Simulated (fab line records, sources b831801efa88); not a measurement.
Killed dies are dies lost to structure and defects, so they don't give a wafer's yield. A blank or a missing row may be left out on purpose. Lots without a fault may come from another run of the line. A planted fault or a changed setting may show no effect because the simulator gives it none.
Split-lot experiment | flow sfq_line | 5 lots, 23 wafers read, on a route of 325 steps

THE SPLIT
At SFQ_TRILAYER_I7_VIA_LITHO_COAT_187 (resist thk 650 nm), the setting spin_rpm was moved away from the recipe's 3000 rpm on 7 of the 23 wafers read, by -7.3% to -2.4%. The other wafers ran this setting at the recipe's value.

The reading is taken at the split's own step.

THE READING
KrF_of_TRILAYER_I7_VIA_LITHO_COAT_187.thk_nm (the simulator's own value, which no gauge read), in nm, at SFQ_TRILAYER_I7_VIA_LITHO_COAT_187 (resist thk 650 nm). The file gives no usual value for it. The 16 wafers here that ran the recipe average 649.5 nm, standard deviation 1.1 nm.

wafer  | tool, chamber at the split | spin_rpm as run, rpm | against the recipe | KrF_of_TRILAYER_I7_VIA_LITHO_COAT_187.thk_nm, nm | against lot-mates on the recipe
L078.1 | litho_track-01, 0          | 2781                 | -7.3%              | 672.7                                            | +23.5
L078.2 | litho_track-01, 0          | 2781                 | -7.3%              | 672.3                                            | +23.1
L078.3 | litho_track-01, 0          | 3000                 | recipe             | 649.8                                            | -
L078.4 | litho_track-01, 0          | 3000                 | recipe             | 648.7                                            | -
L078.5 | litho_track-01, 0          | 3000                 | recipe             | 649.1                                            | -
L080.1 | litho_track-01, 0          | 3000                 | recipe             | 648.7                                            | -
L080.2 | litho_track-01, 0          | 3000                 | recipe             | 648.9                                            | -
L080.3 | litho_track-01, 0          | 2824                 | -5.9%              | 669.9                                            | +21.1
L080.5 | litho_track-01, 0          | 2824                 | -5.9%              | 667.2                                            | +18.4
L080.6 | litho_track-01, 0          | 2824                 | -5.9%              | 669.7                                            | +20.9
L079.1 | litho_track-02, 0          | 3000                 | recipe             | 648.6                                            | -
L079.4 | litho_track-02, 0          | 3000                 | recipe             | 651                                              | -
L079.5 | litho_track-02, 0          | 3000                 | recipe             | 650.8                                            | -
L084.1 | litho_track-01, 0          | 3000                 | recipe             | 649.1                                            | -
L084.2 | litho_track-01, 0          | 3000                 | recipe             | 648.6                                            | -
L084.3 | litho_track-01, 0          | 3000                 | recipe             | 647.5                                            | -
L084.4 | litho_track-01, 0          | 3000                 | recipe             | 648.5                                            | -
L084.5 | litho_track-01, 0          | 3000                 | recipe             | 649.3                                            | -
L085.1 | litho_track-01, 0          | 3000                 | recipe             | 650.7                                            | -
L085.2 | litho_track-01, 0          | 2927                 | -2.4%              | 658.7                                            | +7.7
L085.3 | litho_track-01, 0          | 3000                 | recipe             | 651.7                                            | -
L085.4 | litho_track-01, 0          | 2927                 | -2.4%              | 657.2                                            | +6.2
L085.5 | litho_track-01, 0          | 3000                 | recipe             | 650.5                                            | -

THE FIT
A straight line over all 23 wafers: KrF_of_TRILAYER_I7_VIA_LITHO_COAT_187.thk_nm changes by -3.24 nm for each +1% of spin_rpm; r = -0.99; the points scatter about the line by 1.1 nm.
The same after taking each lot's own level away (the mean of its wafers on the recipe; 23 wafers): -3.29 nm for each +1%; r = -0.99; scatter 0.92 nm.
On that fit, the largest move of spin_rpm shifts the reading by 24 nm.
The lots' own levels span 648.60 to 650.97 nm, that is 2.1 times the standard deviation above.
So the lot-to-lot level changes the slope little: the two slopes agree.
Check: with one of the wafers moved furthest among these (-7.3%) left out of the fit, the line predicts +24.2 nm for it against its lot-mates. It came out at +23.5 nm against them.

OTHER SPLITS ON THESE WAFERS
These wafers also went through other splits before the reading. Each is held against what the fit with the lots' levels taken away leaves over:
other split on the same wafers                    | wafers away from the commonest value | r with KrF_of_TRILAYER_I7_VIA_LITHO_COAT_187.thk_nm (lot level and that fit taken away)
SFQ_TRILAYER_C5_LITHO_PEB_154 peb_time_s          | 9                                    | -0.31
SFQ_TRILAYER_M6_LITHO_EXPOSE_160 dose_mj          | 9                                    | -0.11
SFQ_TRILAYER_I6_VIA_LITHO_COAT_174 spin_rpm       | 5                                    | -0.07
SFQ_TRILAYER_I6_VIA_BARC_OPEN_VIA_ETCH_235 bias_w | 4                                    | -0.26
SFQ_TRILAYER_M7_LITHO_COAT_182 spin_rpm           | 10                                   | +0.03

THE FILE'S OWN FIT
KrF_of_TRILAYER_I7_VIA_LITHO_COAT_187.thk_nm changes by -3.26 nm for each +1% of spin_rpm, r = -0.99.
